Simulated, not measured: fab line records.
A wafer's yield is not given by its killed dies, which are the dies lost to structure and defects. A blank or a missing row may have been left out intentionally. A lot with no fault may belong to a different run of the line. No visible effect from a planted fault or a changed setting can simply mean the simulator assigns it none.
One fault through the eyes of 2 desks | flow sfq_line | only its own numbers are on each desk; what lay behind them is given at the end

== DESK OF THE TOOL OWNER: pvd_sputter-04 ==
The tool's own readings at SFQ_TRILAYER_M2_DEP_SPUTTER_055 (material Nb, target thk 200 nm, time 133.3 s): means of the sampled wafers that have a number, for each lot that ran on this tool. A lot is out of limits, marked OUT, if its mean lies more than 4 standard deviations from the usual mean; the brackets give that distance.
Columns: A = throttle_valve_pct at SFQ_TRILAYER_M2_DEP_SPUTTER_055, usual 30.1 %
lot  | first seen here | A
L418 | day 18 17:21    | 30.4
L422 | day 19 21:41    | 30.4
L425 | day 21 12:32    | 30.4
L427 | day 22 01:44    | 30.4
L428 | day 22 12:34    | 30.1
L436 | day 26 06:19    | 30.4
This desk's verdict: no lot among the 6 shows anything out of limits.

== FROM THE METROLOGY DESK ==
Means of the sampled wafers that have a number, per lot and without regard to the tool the lot ran on: this is what the gauges read. A lot is out of limits, marked OUT, if its mean lies more than 4 standard deviations from the usual mean; the brackets give that distance.
Columns: A = M1_NB_RS at SFQ_M1_RS_MEAS_909, usual 0.888 ohm/sq; B = M2_NB_RS at SFQ_M2_RS_MEAS_914, usual 0.896 ohm/sq; C = M2_OVL at SFQ_M2_OVL_MEAS_916, usual -1 nm
lot  | first seen here | A     | B               | C
L414 | day 10 00:44    | 0.878 | 0.903           | -7
L417 | day 10 09:10    | 0.886 | 0.892           | 1
L418 | day 10 13:23    | 0.882 | 0.894           | 6
L421 | day 11 07:11    | 0.893 | 0.890           | 9
L422 | day 11 10:47    | 0.885 | 0.895           | -11
L425 | day 12 07:20    | 0.883 | 0.893           | -13
L426 | day 12 11:31    | 0.888 | 0.879           | 1
L427 | day 12 17:44    | 0.884 | 0.762 (-14) OUT | 4
L428 | day 13 02:08    | 0.892 | 0.765 (-13) OUT | -4
L433 | day 14 15:08    | 0.895 | 0.897           | -15
L434 | day 14 17:31    | 0.896 | 0.889           | 9
L435 | day 15 03:19    | 0.897 | 0.903           | -1
L436 | day 15 11:40    | 0.902 | 0.910           | 3
L437 | day 15 20:01    | 0.896 | 0.901           | 4
Per this desk, out of limits: L427, L428; the first was L427, day 22 01:52 (M2_NB_RS at SFQ_M2_RS_MEAS_914). In limits: L414, L417, L418, L421, L422, L425, L426, L433, L434, L435, L436, L437.

== ALL TOGETHER ==
The metrology desk could have raised an alarm at day 22 01:52, on L427, L428.
The tool owner's desk saw nothing out of limits.
On record at the tool owner's desk: L427, L428, within its limits.
SFQ_TRILAYER_M2_DEP_SPUTTER_055 was run on pvd_sputter-04 by each of the lots named.

== WHAT THE SIMULATOR PUT IN ==
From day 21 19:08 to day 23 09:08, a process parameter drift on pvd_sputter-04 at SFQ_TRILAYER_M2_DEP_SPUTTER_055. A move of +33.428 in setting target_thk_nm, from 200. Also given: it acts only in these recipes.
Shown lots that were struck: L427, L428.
Hours from the fault's start to each desk's first reading out of limits: the metrology desk, 7.
